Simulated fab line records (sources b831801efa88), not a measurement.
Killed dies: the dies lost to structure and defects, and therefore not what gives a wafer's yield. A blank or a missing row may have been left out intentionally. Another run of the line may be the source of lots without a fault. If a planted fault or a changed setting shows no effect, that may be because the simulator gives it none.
fab line records ; flow gf180mcu
record: lots: 5; wafers: 15; last_day: 33
route steps=602 shown M1@333 V1@335 PASSIVATION@602
lots untouched by any fault: they come from a run of this same line in which no faults occurred
start_h: start of the lot's first displayed wafer, in hours after the record's first day ; wait_h: hours elapsed since this lot's preceding step ; " repeats the value in the row above ; L1.1+2: a row that stands for several wafers ; - no value, or no start given ; * or withheld: withheld ; < > ~ a bound
route shown NAME@n: names a module that has steps shown in the file, with the first one's number in the route ; usual: average and standard deviation across the fault-free wafers ; same: alike in all rows ; chamber/n: place in a boat ; sites: the reading at each site ; _std_site: the values' standard deviation ; _edge_site: outer sites' mean less inner sites' ; radius_mm: how far each site lies from the wafer's centre ; mask NAME#n: copy n ; behind: the tool/chamber that last shaped the wafer ; hold: why the lot went on hold/how many hours it stayed there/how the hold came to an end ; device: transistor that didn't switch, given as n, p or np ; end of line: at the end of the route, the tests of the same wafers ; a step with no rows: only its recipe ; killed: count of dies lost to structure and defects at first sort (not the wafer's yield) ; map: a wafer's dies, marking killed ones x, the rest . and places with no die _
set.NAME: the setting as run; set.NAME@STEP: as run at that earlier step ; model.NAME: the simulator's own value behind a step, which no gauge read
certain route steps with their lots: each step a table, each wafer a row
services: from which hour (start_h, from the record's first day; less than 0 if before it) a tool's chamber was out of use, for how many hours, and why
== steps ==
step: GF_M1_STRIP_18
recipe: chemistry: post_etch_residue_remover; time_s: 1200; temp_c: 72.5
step: GF_M1_CLEAN_19
recipe: chemistry: DIW; dry: n2_spin
step: GF_V1_CVD_00
recipe: material: SiO2; target_thk_nm: 600; sigma_open_frac: 0.3; temp_c: 400; time_s: 100; sih4_flow_sccm: 60; pressure_mtorr: 6
step: GF_V1_THK_MEAS_01
recipe: reads: SiO2_of_V1_CVD_00
usual: V1_CVD_00_THK: 604/6.5
lot.wafer;tool;chamber;start_h;wait_h;V1_CVD_00_THK[nm]
L937.1;film_metro-02;-;408.81;0.0;612
L937.2;film_metro-02;-;408.81;0.0;606
L937.5;film_metro-02;-;408.81;0.0;606
L940.1;film_metro-03;-;445.47;0.0;602
L940.2;film_metro-03;-;445.47;0.0;603
L940.3;film_metro-03;-;445.47;0.0;596
L950.2;film_metro-02;-;532.47;0.0;601
L950.3;film_metro-02;-;532.47;0.0;593
L950.5;film_metro-02;-;532.47;0.0;589
L952.2;film_metro-02;-;549.47;0.0;612
L952.3;film_metro-02;-;549.47;0.0;607
L952.5;film_metro-02;-;549.47;0.0;607
L953.1;film_metro-02;-;550.54;0.0;605
L953.2;film_metro-02;-;550.54;0.0;602
L953.5;film_metro-02;-;550.54;0.0;600
step: GF_V1_CVD_02
recipe: material: SiO2; target_thk_nm: 850; precursor: TEOS; temp_c: 400; time_s: 94.851; rf_w: 600
usual: heater_power_w: 667/83
lot.wafer;tool;chamber;start_h;wait_h;heater_power_w
L937.1;pecvd-01;1;408.87;0.1;676
L937.2;pecvd-01;0;408.87;0.1;732
L937.5;pecvd-01;2;408.87;0.1;791
L940.1;pecvd-03;2;445.53;0.1;507
L940.2;pecvd-03;0;445.53;0.1;770
L940.3;pecvd-03;1;445.53;0.1;868
L950.2;pecvd-04;2;532.52;0.0;667
L950.3;pecvd-04;0;532.52;0.0;592
L950.5;pecvd-04;1;532.52;0.0;670
L952.2;pecvd-04;2;549.52;0.0;542
L952.3;pecvd-04;1;549.52;0.0;684
L952.5;pecvd-04;0;549.52;0.0;637
L953.1;pecvd-03;0;550.60;0.1;674
L953.2;pecvd-03;1;550.60;0.1;762
L953.5;pecvd-03;2;550.60;0.1;636
step: GF_V1_THK_MEAS_03
recipe: reads: SiO2_of_V1_CVD_02
usual: V1_CVD_02_THK: 847/12
lot.wafer;tool;chamber;start_h;wait_h;V1_CVD_02_THK[nm]
L937.1;film_metro-03;-;408.94;0.0;838
L937.2;film_metro-03;-;408.94;0.0;843
L937.5;film_metro-03;-;408.94;0.0;867
L940.1;film_metro-02;-;445.60;0.0;847
L940.2;film_metro-02;-;445.60;0.0;851
L940.3;film_metro-02;-;445.60;0.0;852
L950.2;film_metro-04;-;532.60;0.0;833
L950.3;film_metro-04;-;532.60;0.0;841
L950.5;film_metro-04;-;532.60;0.0;854
L952.2;film_metro-03;-;549.60;0.0;842
L952.3;film_metro-03;-;549.60;0.0;841
L952.5;film_metro-03;-;549.60;0.0;857
L953.1;film_metro-03;-;550.67;0.0;846
L953.2;film_metro-03;-;550.67;0.0;848
L953.5;film_metro-03;-;550.67;0.0;862
step: GF_V1_CMP_04
recipe: material: SiO2; down_force_psi: 4; platen_rpm: 60; pad_velocity_m_s: 0.94248
usual: motor_current_A: 12.0/1.1; time_to_endpoint_s: 80/5.9
lot.wafer;tool;chamber;start_h;wait_h;motor_current_A;time_to_endpoint_s
L937.2;cmp-01;1;409.00;0.0;12.3;84
L937.1;cmp-01;3;409.00;0.0;11.5;81
L937.5;cmp-01;2;409.00;0.0;12.5;93
L940.2;cmp-01;1;445.71;0.1;12.4;83
L940.3;cmp-01;2;445.71;0.1;12.9;87
L940.1;cmp-01;3;445.71;0.1;11.4;76
L950.2;cmp-01;2;532.65;0.0;11.7;71
L950.3;cmp-01;0;532.65;0.0;13.0;75
L950.5;cmp-01;2;532.65;0.0;13.0;82
L952.3;cmp-01;2;549.65;0.0;12.4;78
L952.2;cmp-01;1;549.65;0.0;12.8;76
L952.5;cmp-01;3;549.65;0.0;11.6;84
L953.2;cmp-01;0;550.73;0.0;11.9;84
L953.1;cmp-01;3;550.73;0.0;12.0;79
L953.5;cmp-01;1;550.73;0.0;12.6;86
step: GF_V1_BOW_MEAS_05
recipe: mode: bow
usual: V1_BOW: 83/8.9
lot.wafer;tool;chamber;start_h;wait_h;V1_BOW[um]
L937.1;film_metro-02;-;409.30;0.1;91
L937.2;film_metro-02;-;409.30;0.1;73
L937.5;film_metro-02;-;409.30;0.1;91
L940.1;film_metro-04;-;445.96;0.1;88
L940.2;film_metro-04;-;445.96;0.1;90
L940.3;film_metro-04;-;445.96;0.1;91
L950.2;film_metro-02;-;532.97;0.3;70
L950.3;film_metro-02;-;532.97;0.3;81
L950.5;film_metro-02;-;532.97;0.3;67
L952.2;film_metro-02;-;549.97;0.1;81
L952.3;film_metro-02;-;549.97;0.1;79
L952.5;film_metro-02;-;549.97;0.1;73
L953.1;film_metro-03;-;551.03;0.1;89
L953.2;film_metro-03;-;551.03;0.1;76
L953.5;film_metro-03;-;551.03;0.1;79
step: GF_V1_DEHYDRATE_06
recipe: temp_c: 200; time_s: 60
step: GF_V1_HMDS_07
recipe: prime_time_s: 60; prime_temp_c: 120
step: GF_V1_COAT_08
recipe: resist: BARC; temp_c: withheld; time_s: withheld; spin_rpm: withheld; resist_thk_nm: withheld
step: GF_V1_COAT_09
recipe: resist: KrF; spin_rpm: withheld; resist_thk_nm: 1000
step: GF_V1_SOFTBAKE_10
recipe: temp_c: 130; time_s: 60; resist: KrF
usual: heater_power_total_W: 93.06/0.062; plate_temp_C: 130.02/0.15
lot.wafer;tool;chamber;start_h;wait_h;heater_power_total_W;plate_temp_C
L937.1;litho_track-04;0;421;-;93.09;129.96
L937.2;litho_track-04;0;421;-;93.09;130.03
L937.5;litho_track-04;0;421;-;93.12;130.03
L940.1;litho_track-03;0;458;-;93.06;129.94
L940.2;litho_track-03;0;458;-;93.06;130.09
L940.3;litho_track-03;0;458;-;92.89;130.00
L950.2;litho_track-04;0;544;-;75.91;111.75
L950.3;litho_track-04;0;544;-;75.99;111.53
L950.5;litho_track-04;0;544;-;76.10;111.74
L952.2;litho_track-03;0;560;-;92.92;129.76
L952.3;litho_track-03;0;560;-;93.06;129.81
L952.5;litho_track-03;0;560;-;93.12;129.79
L953.1;litho_track-01;0;562;-;92.97;130.12
L953.2;litho_track-01;0;562;-;92.90;129.99
L953.5;litho_track-01;0;562;-;93.10;130.10
step: GF_V1_EXPOSE_11
recipe: mask_id: Via1; target_cd_nm: 260; na: 0.68; source_shape: conventional; sigma_outer: 0.6; dose_mj: 38
step: GF_V1_PEB_12
recipe: peb_temp_c: 135; peb_time_s: 90; resist: KrF
step: GF_V1_DEVELOP_13
recipe: develop_time_s: 60; resist: KrF; dev_temp_c: 21
lot.wafer;tool;chamber;start_h;wait_h;model.KrF_of_V1_COAT_09.thk_nm
L937.1;litho_track-01;0;432.60;0.2;983.8
L937.2;litho_track-01;0;432.60;0.2;982.9
L937.5;litho_track-01;0;432.60;0.2;983.3
L940.1;litho_track-04;0;469.40;0.2;987.3
L940.2;litho_track-04;0;469.40;0.2;989.2
L940.3;litho_track-04;0;469.40;0.2;984.4
L950.2+3;litho_track-04;0;555.58;0.2;1006
L950.5;litho_track-04;0;555.58;0.2;1007
L952.2;litho_track-03;0;571.61;0.2;987.6
L952.3;litho_track-03;0;571.61;0.2;985.6
L952.5;litho_track-03;0;571.61;0.2;984.9
L953.1;litho_track-01;0;573.15;0.2;987.1
L953.2;litho_track-01;0;573.15;0.2;985.5
L953.5;litho_track-01;0;573.15;0.2;988.1
step: GF_V1_CD_MEAS_14
recipe: target_cd_nm: 260
usual: cd_nm: 260.3/1
lot.wafer;tool;chamber;start_h;wait_h;cd_nm
L937.1;cd_sem-02;-;432.75;0.1;261.7
L937.2;cd_sem-02;-;432.75;0.1;260.4
L937.5;cd_sem-02;-;432.75;0.1;259.2
L940.1;cd_sem-01;-;469.55;0.1;261.1
L940.2;cd_sem-01;-;469.55;0.1;260.4
L940.3;cd_sem-01;-;469.55;0.1;260.7
L950.2;cd_sem-01;-;555.72;0.1;234.4
L950.3;cd_sem-01;-;555.72;0.1;233.2
L950.5;cd_sem-01;-;555.72;0.1;232.1
L952.2;cd_sem-01;-;571.76;0.1;260.4
L952.3;cd_sem-01;-;571.76;0.1;261.0
L952.5;cd_sem-01;-;571.76;0.1;261.6
L953.1;cd_sem-02;-;573.30;0.1;259.7
L953.2;cd_sem-02;-;573.30;0.1;260.4
L953.5;cd_sem-02;-;573.30;0.1;259.3
step: GF_V1_OVL_MEAS_15
usual: V1_OVL: 0/5.5
lot.wafer;tool;chamber;start_h;wait_h;V1_OVL[nm]
L937.1;overlay-02;-;432.87;0.1;-8
L937.2;overlay-02;-;432.87;0.1;-6
L937.5;overlay-02;-;432.87;0.1;-5
L940.1;overlay-02;-;469.67;0.1;7
L940.2;overlay-02;-;469.67;0.1;5
L940.3;overlay-02;-;469.67;0.1;7
L950.2;overlay-01;-;555.83;0.1;1
L950.3;overlay-01;-;555.83;0.1;0
L950.5;overlay-01;-;555.83;0.1;-4
L952.2;overlay-01;-;571.86;0.1;0
L952.3;overlay-01;-;571.86;0.1;-3
L952.5;overlay-01;-;571.86;0.1;-6
L953.1;overlay-02;-;573.42;0.1;1
L953.2;overlay-02;-;573.42;0.1;2
L953.5;overlay-02;-;573.42;0.1;11
step: GF_V1_ETCH_16
recipe: chemistry: N2/H2; target_depth_a: withheld; overetch_a: withheld; time_s: withheld; target: BARC; ion_energy_ev: 200; source_w: 500; bias_w: 100; pressure_mtorr: 30; n2_flow_sccm: 100; h2_flow_sccm: 200
usual: drypump_motor_current_A: 5.7/0.42; oes_product_au: 0.855/0.005; throttle_valve_pct: 13.225/0.008
lot.wafer;tool;chamber;start_h;wait_h;drypump_motor_current_A;oes_product_au;throttle_valve_pct;model.V1.cd_nm
L937.1;rie_diel-01;1;432.91;0.0;5.8;0.859;13.220;261.5
L937.2;rie_diel-01;3;432.91;0.0;5.8;0.861;13.221;259.9
L937.5;rie_diel-01;0;432.91;0.0;6.5;0.859;13.222;258.5
L940.1;rie_diel-01;0;469.71;0.0;6.5;0.849;13.217;260.5
L940.2;rie_diel-01;2;469.71;0.0;5.5;0.855;13.223;261
L940.3;rie_diel-01;3;469.71;0.0;5.8;0.846;13.237;259.9
L950.2;rie_diel-03;1;555.86;0.0;5.6;0.851;13.224;233.8
L950.3;rie_diel-03;3;555.86;0.0;5.7;0.859;13.223;233.7
L950.5;rie_diel-03;2;555.86;0.0;5.3;0.854;13.226;232.5
L952.2;rie_diel-02;0;571.89;0.0;5.8;0.861;13.212;260.1
L952.3;rie_diel-02;2;571.89;0.0;5.6;0.854;13.231;261.5
L952.5;rie_diel-02;2;571.89;0.0;5.6;0.856;13.225;262.4
L953.1;rie_diel-01;0;573.46;0.0;6.5;0.859;13.219;259.5
L953.2;rie_diel-01;1;573.46;0.0;5.8;0.841;13.236;260.4
L953.5;rie_diel-01;0;573.46;0.0;6.5;0.856;13.223;258.8
step: GF_V1_ETCH_17
recipe: chemistry: C4F8/O2/Ar; mask_material: KrF; target: SiO2; stop_on: TiN; source_w: 1500; bias_w: 1200; pressure_mtorr: 40; c4f8_flow_sccm: withheld; O2_flow_sccm: 6; Ar_flow_sccm: 300; time_s: withheld; target_depth_a: 6300
usual: oes_product_au: 0.856/0.0046
lot.wafer;tool;chamber;start_h;wait_h;oes_product_au;model.V1.cd_nm
L937.1;rie_diel-01;1;-;-;0.855;261.6
L937.2;rie_diel-01;3;-;-;0.861;260.6
L937.5;rie_diel-01;0;-;-;0.860;257.8
L940.1;rie_diel-01;0;-;-;0.857;259.7
L940.2;rie_diel-01;2;-;-;0.857;260.8
L940.3;rie_diel-01;3;-;-;0.851;260.2
L950.2;rie_diel-03;1;-;-;0.854;233.6
L950.3;rie_diel-03;3;-;-;0.853;232.8
L950.5;rie_diel-03;2;-;-;0.850;232.3
L952.2;rie_diel-02;0;-;-;0.852;259.1
L952.3;rie_diel-02;2;-;-;0.851;260.7
L952.5;rie_diel-02;2;-;-;0.859;261.5
L953.1;rie_diel-01;0;-;-;0.852;258.5
L953.2;rie_diel-01;1;-;-;0.851;260.5
L953.5;rie_diel-01;0;-;-;0.859;258.1
step: GF_V1_STRIP_18
recipe: chemistry: O2/N2; power_w: 1400; pressure_mtorr: 1500; platen_temp_c: 250; o2_flow_sccm: 3000; n2_flow_sccm: 300; overash_fraction: 0.5
usual: drypump_motor_current_A: 5.9/0.65; heater_power_w: 328/21; oes_product_au: 0.593/0.0055
lot.wafer;tool;chamber;start_h;wait_h;drypump_motor_current_A;heater_power_w;oes_product_au;rf_hours_counter_h
L937.1;plasma_asher-04;0;433.04;-;6.1;312;0.591;83
L937.2;plasma_asher-04;1;433.04;-;6.3;339;0.580;83
L937.5;plasma_asher-04;1;433.04;-;6.2;328;0.588;-
L940.1;plasma_asher-04;0;469.84;-;6.1;310;0.596;87
L940.2;plasma_asher-04;1;469.84;-;6.2;332;0.605;87
L940.3;plasma_asher-04;0;469.84;-;6.1;306;0.594;-
L950.2;plasma_asher-01;0;555.99;-;4.7;306;0.600;73
L950.3;plasma_asher-01;0;555.99;-;4.7;297;0.594;-
L950.5;plasma_asher-01;1;555.99;-;6.8;358;0.600;-
L952.2;plasma_asher-04;0;572.02;-;6.1;314;0.586;98
L952.3;plasma_asher-04;0;572.02;-;6.1;305;0.590;-
L952.5;plasma_asher-04;1;572.02;-;6.3;333;0.592;-
L953.1;plasma_asher-01;0;573.59;-;4.7;309;0.596;75
L953.2;plasma_asher-01;1;573.59;-;6.7;367;0.592;75
L953.5;plasma_asher-01;1;573.59;-;6.7;361;0.593;-
step: GF_PASSIVATION_PROBE_99
lot.wafer;tool;chamber;start_h;wait_h;model.etest.ldpmos_10p0.r_on_ohm_um;model.etest.pmos_6p0.r_on_ohm_um;model.etest.nmos_6p0_nat.r_on_ohm_um;model.etest.nmos_6p0.r_on_ohm_um;model.etest.ldnmos_10p0.r_on_ohm_um;model.etest.nmos_6p0.drive_ua_um;model.etest.nmos_6p0_turned.drive_ua_um;model.etest.ldnmos_10p0.drive_ua_um
L937.1;prober-01;-;689.81;0.1;1.106e+04;6360;3053;2132;3719;577.3;576.3;539.2
L937.2;prober-01;-;689.86;0.1;1.103e+04;6279;3049;2138;3682;575.4;577.3;541.6
L937.5;prober-01;-;690.01;0.2;1.114e+04;6364;3060;2160;3701;581.2;581.7;539.2
L940.1;prober-02;-;720.54;0.1;1.088e+04;6262;3050;2133;3693;583.5;583.2;549.6
L940.2;prober-02;-;720.59;0.1;1.08e+04;6143;3033;2112;3674;592.5;594.1;554.7
L940.3;prober-02;-;720.64;0.2;1.086e+04;6242;3062;2149;3671;585.4;587.6;550.6
L950.2;prober-02;-;781.76;0.1;1.089e+04;6230;3056;2115;3684;599.5;594.5;552.6
L950.3;prober-02;-;781.81;0.2;1.088e+04;6191;3036;2114;3718;600;596;561.8
L950.5;prober-02;-;781.91;0.2;1.086e+04;6230;3039;2122;3743;584.3;588.9;546.4
L952.2;prober-02;-;793.19;0.1;1.127e+04;6432;3131;2172;3715;557.6;562.5;526.1
L952.3;prober-02;-;793.24;0.2;1.14e+04;6469;3153;2202;3766;557.7;559.7;520.7
L952.5;prober-02;-;793.34;0.2;1.116e+04;6421;3144;2171;3715;557.9;559;524.1
L953.1;prober-01;-;794.64;0.1;1.131e+04;6332;3121;2175;3700;577.7;574.3;536.1
L953.2;prober-01;-;794.69;0.1;1.133e+04;6441;3148;2187;3740;570.5;567.8;530.5
L953.5;prober-01;-;794.84;0.2;1.126e+04;6328;3113;2152;3702;571.4;580.3;537.6
killed by level:class
L937.1 STI:geometric_particle:short=4 V1:geometric_particle:open=4 V2:geometric_particle:open=4 V5:geometric_particle:open=4 V5:geometric_particle:short=4 POLY_GATE:geometric_particle:open=3 V1:geometric_particle:short=3 V3:geometric_particle:open=3
L937.2 V2:geometric_particle:open=8 V3:geometric_particle:open=7 V5:geometric_particle:open=6 M1:geometric_particle:short=3 V1:geometric_particle:short=3 V3:geometric_particle:short=3 M4:geometric_particle:short=3 V5:geometric_particle:short=3
L937.5 V5:geometric_particle:open=9 V4:geometric_particle:open=7 CONTACT:geometric_particle:open=4 V5:geometric_particle:short=4 SALICIDE:geometric_particle:short=3 V1:geometric_particle:short=3 V2:geometric_particle:open=3 V3:geometric_particle:open=3
L940.1 CONTACT:geometric_particle:open=5 V4:geometric_particle:open=5 STI:geometric_particle:open=4 CONTACT:geometric_particle:short=4 V1:geometric_particle:open=4 V2:geometric_particle:open=4 V5:geometric_particle:short=4 V3:geometric_particle:short=3
L940.2 STI:geometric_particle:open=4 STI:geometric_particle:short=4 V5:geometric_particle:open=4 CONTACT:geometric_particle:open=3 V3:geometric_particle:open=3 V2:geometric_particle:open=3 M3:geometric_particle:short=3 V4:geometric_particle:open=3
L940.3 CONTACT:geometric_particle:open=5 V1:geometric_particle:open=5 V4:geometric_particle:open=5 STI:geometric_particle:open=4 CONTACT:geometric_particle:short=4 V2:geometric_particle:open=4 V3:geometric_particle:open=4 STI:geometric_particle:short=3
L952.2 V1:geometric_particle:open=9 V3:geometric_particle:open=7 CONTACT:geometric_particle:open=5 V5:geometric_particle:open=5 M1:geometric_particle:short=4 V4:geometric_particle:open=3 V3:geometric_particle:short=2 M3:geometric_particle:short=2
L952.3 V3:geometric_particle:open=6 V5:geometric_particle:open=5 V2:geometric_particle:open=5 STI:geometric_particle:short=4 CONTACT:geometric_particle:open=4 STI:geometric_particle:open=3 V2:geometric_particle:short=2 M3:geometric_particle:short=2
L952.5 V4:geometric_particle:open=6 POLY_GATE:geometric_particle:short=5 V3:geometric_particle:open=5 STI:geometric_particle:short=3 STI:geometric_particle:open=3 CONTACT:geometric_particle:open=3 M1:geometric_particle:short=3 V1:geometric_particle:open=3
L953.1 CONTACT:geometric_particle:open=5 V1:geometric_particle:open=5 V2:geometric_particle:short=5 V1:geometric_particle:short=4 V3:geometric_particle:open=4 V5:geometric_particle:open=4 V2:geometric_particle:open=3 M2:geometric_particle:short=2
L953.2 V3:geometric_particle:open=6 V4:geometric_particle:open=5 M5:geometric_particle:short=4 V2:geometric_particle:open=4 V1:geometric_particle:open=3 V5:geometric_particle:open=3 CONTACT:geometric_particle:open=2 M4:geometric_particle:open=2
L953.5 V1:geometric_particle:open=6 V5:geometric_particle:open=6 V3:geometric_particle:open=5 V2:geometric_particle:open=4 V3:geometric_particle:short=4 STI:geometric_particle:open=3 CONTACT:geometric_particle:open=3 M1:geometric_particle:short=3
== services ==
tool;chamber;start_h;hours;kind
rie_diel-02;3;398.23;12.8;repair
cmp-01;-;404.00;4.0;pm
cmp-01;-;408.00;-;consumable_replace:conditioner
cmp-01;-;408.00;-;consumable_replace:pad
plasma_asher-01;-;426.21;0.7;repair
plasma_asher-01;-;440.08;8.0;repair
pecvd-04;-;447.25;6.0;pm
rie_diel-03;-;451.23;2.8;pm
rie_diel-01;2;463.29;1.6;repair
plasma_asher-04;-;474.50;7.9;repair
rie_diel-01;3;512.89;-;clean
rie_diel-01;3;512.89;23.8;scheduled_down
rie_diel-01;3;512.89;23.8;vent_cycle
rie_diel-02;-;522.64;0.9;repair
pecvd-01;2;524.93;4.4;repair
rie_diel-02;1;527.50;-;clean
rie_diel-02;1;527.50;17.5;scheduled_down
rie_diel-02;1;527.50;17.5;vent_cycle
plasma_asher-04;-;546.46;0.9;repair
pecvd-04;0;552.16;186.0;repair
cmp-01;-;552.71;1.8;repair
== key ==
first_sign: step: GF_V1_SOFTBAKE_10; reading: heater_power_total_W; direction: down; sigmas: 99+; usual: 93.06; struck: 76.00
effect: step: GF_V1_SOFTBAKE_10; reading: plate_temp_C; direction: down; sigmas: 99+; usual: *; struck: *
effect: step: GF_V1_CD_MEAS_14; reading: cd_nm; direction: down; sigmas: 27; usual: 260.3; struck: 233.3; through: control_loop
model_effect: step: GF_V1_DEVELOP_13; value: KrF_of_V1_COAT_09.thk_nm; without: 981.5; struck: 1006
model_effect: step: GF_V1_ETCH_16; value: V1.cd_nm; without: 259.6; struck: 233.3
model_effect: step: GF_V1_ETCH_17; value: V1.cd_nm; without: 259.2; struck: 232.9
model_effect: step: GF_PASSIVATION_PROBE_99; value: etest.ldpmos_10p0.r_on_ohm_um; without: 1.11e+04; struck: 1.088e+04
met_at GF_V1_SOFTBAKE_10
struck_wafers L950.2,L950.3,L950.5
sort_left_out L950.2,L950.3,L950.5
tester_left_out L950
loop_trim: step: GF_V1_EXPOSE_11; setting: dose; lots: L950
onset_between 421 544
earlier_fault: kind: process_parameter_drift; tool: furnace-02; chamber: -; onset_h: 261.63; steps: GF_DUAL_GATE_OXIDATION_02; channel: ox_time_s; offset: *; shape: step; end_h: 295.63; acts_in: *; stated: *
fault: kind: process_parameter_drift; tool: litho_track-04; chamber: -; onset_h: 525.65; steps: GF_V1_SOFTBAKE_10; channel: temp_c; offset: *; shape: step; acts_in: *; stated: *
tester_left_out: of these lots the tester's yield and bins aren't shown, on N5 and GAA mostly nor the transistor test; their killed dies are dies lost to structure and defects alone, not to doping, threshold or leakage, so they don't give the yield
sort_left_out: the simulated sort isn't trusted on such a fault, so these wafers' sort isn't shown, and their yield isn't known
loop_trim: a control loop set the setting to another value than it would have without faults
